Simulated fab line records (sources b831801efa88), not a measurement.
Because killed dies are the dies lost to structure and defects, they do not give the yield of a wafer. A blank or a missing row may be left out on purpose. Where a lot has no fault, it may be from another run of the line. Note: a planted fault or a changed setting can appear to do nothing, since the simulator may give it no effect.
Split-lot experiment | flow sfq-line | 23 wafers read from 5 lots, route of 325 steps

== ABOUT THE SPLIT ==
At SFQ_TRILAYER_M8_DEP_EVAP_198 (material Pt, target thk 50 nm, time 250 s), the setting time-s was moved away from the recipe's 250 s on 9 of the 23 wafers read, by -8.3% to +14.9%. The other wafers ran this setting at the recipe's value.

The reading is taken at the split's own step.

== THE READING ==
Pt_of_TRILAYER_M8_DEP_EVAP_198.thk-nm (the simulator's own value, which no gauge read), in nm, at SFQ_TRILAYER_M8_DEP_EVAP_198 (material Pt, target thk 50 nm, time 250 s). The file does not state a usual value for it. Average 49.88 nm, standard deviation 0.42 nm, over the 14 wafers here run with the recipe.

wafer  | tool, chamber at the split | time-s as run, s | against the recipe | Pt_of_TRILAYER_M8_DEP_EVAP_198.thk-nm, nm | against lot-mates on the recipe
L074.1 | pvd-sputter-01, -          | 250              | recipe             | 50.21                                     | -
L074.4 | pvd-sputter-01, -          | 250              | recipe             | 50.14                                     | -
L074.6 | pvd-sputter-01, -          | 250              | recipe             | 50.28                                     | -
L077.1 | pvd-sputter-02, -          | 229.3            | -8.3%              | 45.96                                     | -4.12
L077.2 | pvd-sputter-02, -          | 250              | recipe             | 49.81                                     | -
L077.4 | pvd-sputter-02, -          | 250              | recipe             | 50.47                                     | -
L077.5 | pvd-sputter-02, -          | 229.3            | -8.3%              | 46.2                                      | -3.88
L077.6 | pvd-sputter-02, -          | 250              | recipe             | 49.96                                     | -
L080.1 | pvd-sputter-01, -          | 287.3            | +14.9%             | 57.12                                     | +7.13
L080.2 | pvd-sputter-01, -          | 287.3            | +14.9%             | 57.53                                     | +7.55
L080.3 | pvd-sputter-01, -          | 250              | recipe             | 50.01                                     | -
L080.5 | pvd-sputter-01, -          | 250              | recipe             | 49.96                                     | -
L080.6 | pvd-sputter-01, -          | 287.3            | +14.9%             | 57.02                                     | +7.04
L081.2 | pvd-sputter-02, -          | 250              | recipe             | 50.18                                     | -
L081.3 | pvd-sputter-02, -          | 269.3            | +7.7%              | 54.23                                     | +4.21
L081.4 | pvd-sputter-02, -          | 250              | recipe             | 50                                        | -
L081.5 | pvd-sputter-02, -          | 269.3            | +7.7%              | 54.41                                     | +4.39
L081.6 | pvd-sputter-02, -          | 250              | recipe             | 49.89                                     | -
L083.1 | pvd-sputter-02, -          | 284.4            | +13.8%             | 55.79                                     | +6.64
L083.2 | pvd-sputter-02, -          | 250              | recipe             | 49.26                                     | -
L083.3 | pvd-sputter-02, -          | 250              | recipe             | 49.27                                     | -
L083.4 | pvd-sputter-02, -          | 284.4            | +13.8%             | 56.62                                     | +7.47
L083.6 | pvd-sputter-02, -          | 250              | recipe             | 48.93                                     | -

THE FIT
A straight line over all 23 wafers: Pt_of_TRILAYER_M8_DEP_EVAP_198.thk-nm changes by +0.483 nm for each +1% of time-s; r = +0.99; the points scatter about the line by 0.45 nm.
The same after taking each lot's own level away (the mean of its wafers on the recipe; 23 wafers): +0.497 nm for each +1%; r = +1.00; scatter 0.27 nm.
That fit puts the effect of the largest move of time-s on the reading at 7.4 nm.
Measured against the standard deviation above, the lots' own levels, which go from 49.153 to 50.210 nm, span 2.5 times it.
Consequently the slope shifts little with the lot-to-lot level, the two slopes agreeing.
Check: for one of the wafers moved furthest among these (+14.9%), held out of the fit, the line's prediction against its lot-mates is +7.53 nm. It came out at +7.13 nm against them.

== ADDITIONAL SPLITS CARRIED BY THESE WAFERS ==
Before the reading, these wafers also passed through other splits. Each is held against what the fit with the lots' levels taken away leaves over:
other split on the same wafers                   | wafers away from the commonest value | r with Pt_of_TRILAYER_M8_DEP_EVAP_198.thk-nm (lot level and that fit taken away)
SFQ_TRILAYER_JJ_CE_LITHO_EXPOSE_115 dose-mj      | 8                                    | -0.09
SFQ_TRILAYER_M5_LITHO_COAT_123 spin-rpm          | 6                                    | -0.04
SFQ_TRILAYER_R5_LITHO_PEB_139 peb-time-s         | 4                                    | -0.01
SFQ_TRILAYER_M6_LITHO_COAT_164 resist-thk-nm     | 10                                   | -0.13
SFQ_TRILAYER_M6_LITHO_COAT_159 resist-thk-nm     | 9                                    | +0.20
SFQ_TRILAYER_M6_ETCH_METAL_ETCH_162 icp-w        | 6                                    | -0.27
SFQ_TRILAYER_I7_VIA_LITHO_COAT_187 resist-thk-nm | 7                                    | -0.35
SFQ_TRILAYER_I7_VIA_ETCH_VIA_ETCH_190 bias-w     | 5                                    | +0.33
SFQ_TRILAYER_M8_LITHO_COAT_193 spin-rpm          | 9                                    | -0.04

== FILE'S OWN FIT ==
Pt_of_TRILAYER_M8_DEP_EVAP_198.thk-nm changes by +0.502 nm for each +1% of time-s, r = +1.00.
